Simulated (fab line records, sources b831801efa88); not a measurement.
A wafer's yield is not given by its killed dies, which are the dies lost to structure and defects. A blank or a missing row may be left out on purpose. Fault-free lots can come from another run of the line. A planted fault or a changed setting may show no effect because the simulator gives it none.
8D (eight disciplines) problem report, filled in by code | flow gf180mcu | the parts of the form that need people (team, actions taken, sign-off) are left out

## 1. PROBLEM STATEMENT
Wafers free of any fault read 42.2 nm (standard deviation 0.54) for MIM_CVD_05_THK at GF_MIM_THK_MEAS_06, against a mean of 64.7 nm on 3 wafers of 2 lots. That puts it +42 standard deviations away from the usual mean.
Seen first at day 29 04:55 on film metro-01, wafer L560.3. The record has a number at this step for 39 wafers belonging to 13 lots. By rule, "out" or "out of limits" means more than 4 standard deviations away from the usual mean. The rest of the wafers with a number are treated as sound.

## 2. WHAT IT IS, AND WHAT IT ISN'T
question                    | is                           | is not
which readings at this step | MIM_CVD_05_THK               | -
which lots                  | L560, L561                   | L545, L548, L550, L551, L552, L554, L555, L557, L558, L562, L568
which wafers of those lots  | L560.3, L560.4, L561.4       | L560.1, L561.1, L561.2
read on which gauges        | film metro-01, film metro-02 | film metro-03
when                        | from day 29 04:55            | up to then (28 sound wafers); but 8 sound wafers of L561, L562, L568 came after

## 3. THE SUSPECTS, EACH WITH WHAT RULES IT OUT
Counting: a tool at a process step up to the reading stays a suspect if it ran every lot that is out. Sound lots after the first of them don't rule it out here, since some wafers of a struck lot are sound.
- the gauge at GF_MIM_THK_MEAS_06 has been ruled out. The wafers that are out were read on 2 gauges (film metro-01, film metro-02).
- pecvd-04 at GF_MIM_CVD_05 (deposits Si3N4, target thk 42 nm, time 29.086 s): kept. Ran every lot that is out, first one L560 (day 29 04:53); last sound lot up to then L558 (day 28 15:42).
After counting, what remains is pecvd-04 at GF_MIM_CVD_05.

## 4. THE CAUSE (what the simulator had put in)
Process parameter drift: pecvd-04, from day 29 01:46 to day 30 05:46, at GF_MIM_CVD_05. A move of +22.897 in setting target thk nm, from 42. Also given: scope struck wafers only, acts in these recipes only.
This tool alone remained once counting was done.

## 5. THE EFFECT CHAIN, in route order
Rows list readings where the struck wafers' mean (over those with a number) sits beyond 3 standard deviations from the usual. Only readings for which the record gives a usual standard deviation are gone through. hours: the time from each lot's start at the first step in this table that gives one to its start at this step, as a median over the lots. sigmas: the change in usual standard deviations.
hours | step               | reading        | usual   | on struck wafers | change | sigmas
0     | GF_MIM_THK_MEAS_06 | MIM_CVD_05_THK | 42.2 nm | 64.7             | +22.5  | +42

## 6. WHAT WOULD HAVE CAUGHT IT SOONER
The first out-of-limits reading at a measuring or inspecting step in this record came at day 29 04:55, 3 hours after the fault's start at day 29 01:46.
No tool reading at GF_MIM_CVD_05 that has a usual standard deviation in the record was out on any struck wafer, so an alarm limit of 4 standard deviations on those readings would not have fired.
L561, from the lots that are out (2), started GF_MIM_CVD_05 on pecvd-04 later than day 29 04:55. Had the tool been put on hold then, it would have been spared.
